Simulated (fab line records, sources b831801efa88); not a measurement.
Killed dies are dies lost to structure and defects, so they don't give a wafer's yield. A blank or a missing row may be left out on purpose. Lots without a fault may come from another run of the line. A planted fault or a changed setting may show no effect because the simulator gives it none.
Chamber matching | flow sky130 | SKY_LI_CONTACT_CMP_24 on cmp-01: 4 sister chambers
The step polishes, stops on PSG, t overpolish 20 s, target thk 0 nm. 4 wafers are shown with their chamber, then 7 later ones without.

WAFERS WITH THEIR CHAMBER
wafer  | chamber | motor_current_A (A)
L460.1 | 2       | 10.5
L461.5 | 0       | 10.2
L470.2 | 3       | 11.0
L470.3 | 1       | 10.2

WAFERS WITHOUT THEIR CHAMBER
wafer  | motor_current_A (A)
L470.5 | 10.1
L471.1 | 10.6
L471.4 | 9.8
L471.5 | 9.9
L473.1 | 10.5
L473.2 | 9.4
L473.4 | 10.6

WHICH CHAMBER EACH WENT THROUGH
wafer  | from the rows above               | in truth
L470.5 | can't be placed: 0 or 1 or 2      | 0
L471.1 | can't be placed: 2 or 0 or 1 or 3 | 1
L471.4 | can't be placed: 0 or 1 or 2      | 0
L471.5 | can't be placed: 0 or 1 or 2      | 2
L473.1 | can't be placed: 2 or 0 or 1 or 3 | 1
L473.2 | can't be placed: 0 or 1 or 2      | 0
L473.4 | can't be placed: 2 or 0 or 1 or 3 | 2
Placed correctly: 0 of 7. Can't be placed from these rows: 7 (the true chamber is among the candidates in 7). Placed wrongly: 0.
How it was worked out, from the rows above alone: a wafer's distance from a chamber is the root of the sum, over the readings, of the square of ((its reading less the chamber's mean) divided by the reading's scatter). The wafer belongs to the nearest chamber; if the next one is less than 2 further off, it can't be placed. A chamber's mean is the mean of its shown wafers. The scatter: with one shown wafer a chamber, the root of the mean of the squares of how far each hidden wafer lies from its nearest shown one.
